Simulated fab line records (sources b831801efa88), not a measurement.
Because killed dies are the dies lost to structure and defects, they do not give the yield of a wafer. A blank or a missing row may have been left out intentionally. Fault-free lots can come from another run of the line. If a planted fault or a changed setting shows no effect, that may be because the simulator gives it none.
Which tool is to blame?	flow sky130	36 wafers from 12 lots sampled at 3 of the route's 708 steps

WHAT THE GAUGES SHOWED, per wafer
SKY_VIA3_THK_MEAS_01. Usual: VIA3_HDPCVD_THK gives 1639 nm (standard deviation 20).
lot	measured	on	VIA3_HDPCVD_THK (nm)	flag
L159	day 38 14:12	film metro-03	1634 1666 1646	
L160	day 38 19:01	film metro-02	1693 1653 1657	
L162	day 39 11:02	film metro-03	1664 1635 1644	
L165	day 40 12:00	film metro-04	1656 1639 1619	
L166	day 40 17:27	film metro-02	1628 1611 1652	
L171	day 42 03:16	film metro-04	1659 1618 1626	
L176	day 43 21:38	film metro-02	1647 1632 1628	
L178	day 45 09:07	film metro-02	1631 1644 1679	
L181	day 45 10:44	film metro-02	1624 1664 1643	
L179	day 45 11:16	film metro-03	1644 1681 1684	
L177	day 45 13:17	film metro-02	1632 1663 1640	
L180	day 45 16:56	film metro-03	1678 1642 1677	

WHICH TOOL RAN EACH LOT (tool, then ch and the chambers of the sampled wafers, then the start)
lot	SKY_METAL3_SPUTTER_01	SKY_METAL3_SPUTTER_02
L159	pvd sputter-03, day 36 08:55	pvd sputter-03, day 36 08:56
L160	pvd sputter-02, day 36 12:51	pvd sputter-02, day 36 12:53
L162	pvd sputter-02, day 37 07:15	pvd sputter-02, day 37 07:17
L165	pvd sputter-02, day 38 07:46	pvd sputter-02, day 38 07:48
L166	pvd sputter-03, day 38 12:55	pvd sputter-03, day 38 12:56
L171	pvd sputter-02, day 40 01:07	pvd sputter-02, day 40 01:08
L176	pvd sputter-03, day 41 22:05	pvd sputter-03, day 41 22:07
L178	pvd sputter-01, day 43 11:31	pvd sputter-01, day 43 11:32
L181	pvd sputter-01, day 43 12:38	pvd sputter-01, day 43 12:40
L179	pvd sputter-03, day 43 13:29	pvd sputter-03, day 43 13:30
L177	pvd sputter-01, day 43 15:25	pvd sputter-01, day 43 15:26
L180	pvd sputter-02, day 43 19:17	pvd sputter-02, day 43 19:19
- SKY_METAL3_SPUTTER_01: material TiN, target thk 20 nm, time 16.7 s.
- SKY_METAL3_SPUTTER_02: material AlCu, target thk 735 nm, time 39.1 s.

WHAT THE TOOLS THEMSELVES READ (means of the sampled wafers that have a number; where no wafer has one, the mark that the record gives instead)
SKY_METAL3_SPUTTER_01. Usual: chamber pressure pa 0.3999 Pa, standard deviation 0.00072; throttle valve pct 30.3 %, standard deviation 0.82.
lot	tool	chamber pressure pa (Pa)	throttle valve pct (%)	flag
L159	pvd sputter-03	0.3998	29.8	
L160	pvd sputter-02	0.3997	29.9	
L162	pvd sputter-02	0.3998	30.7	
L165	pvd sputter-02	0.3993	29.3	
L166	pvd sputter-03	0.4004	30.4	
L171	pvd sputter-02	0.4003	30.1	
L176	pvd sputter-03	0.4001	29.8	
L178	pvd sputter-01	0.3997	30.2	
L181	pvd sputter-01	0.3996	31.0	
L179	pvd sputter-03	0.3996	30.0	
L177	pvd sputter-01	0.4002	30.0	
L180	pvd sputter-02	0.4000	29.8	

SKY_METAL3_SPUTTER_02. Usual: chamber pressure pa 0.4000 Pa, standard deviation 0.00082; throttle valve pct 30.3 %, standard deviation 0.84.
lot	tool	chamber pressure pa (Pa)	throttle valve pct (%)	flag
L159	pvd sputter-03	0.4000	29.8	
L160	pvd sputter-02	0.3998	29.9	
L162	pvd sputter-02	0.4005	30.7	
L165	pvd sputter-02	0.3992	29.2	
L166	pvd sputter-03	0.3997	30.3	
L171	pvd sputter-02	0.4006	30.1	
L176	pvd sputter-03	0.4000	29.7	
L178	pvd sputter-01	0.4002	30.1	
L181	pvd sputter-01	0.3998	30.9	
L179	pvd sputter-03	0.3997	30.1	
L177	pvd sputter-01	0.4002	30.0	
L180	pvd sputter-02	0.3994	29.6	

THE ANSWER, worked out from the rows above alone
Rule: a lot is off if the mean of its wafers that have a number lies more than 3 standard deviations from the usual mean. A lot without any number at a reading at which 4 lots or more have one is off too. The other lots that the step has rows for count as sound. First the gauges in route order, then the tools' own readings, where a lot's mean is used as printed above. At the first step where some lot is off, the reading lying furthest off is the one used; lots without a number count as furthest.
No lot is off on any of the readings shown, so nothing can be concluded from this.

WHAT HAD BEEN PUT IN BY THE SIMULATOR
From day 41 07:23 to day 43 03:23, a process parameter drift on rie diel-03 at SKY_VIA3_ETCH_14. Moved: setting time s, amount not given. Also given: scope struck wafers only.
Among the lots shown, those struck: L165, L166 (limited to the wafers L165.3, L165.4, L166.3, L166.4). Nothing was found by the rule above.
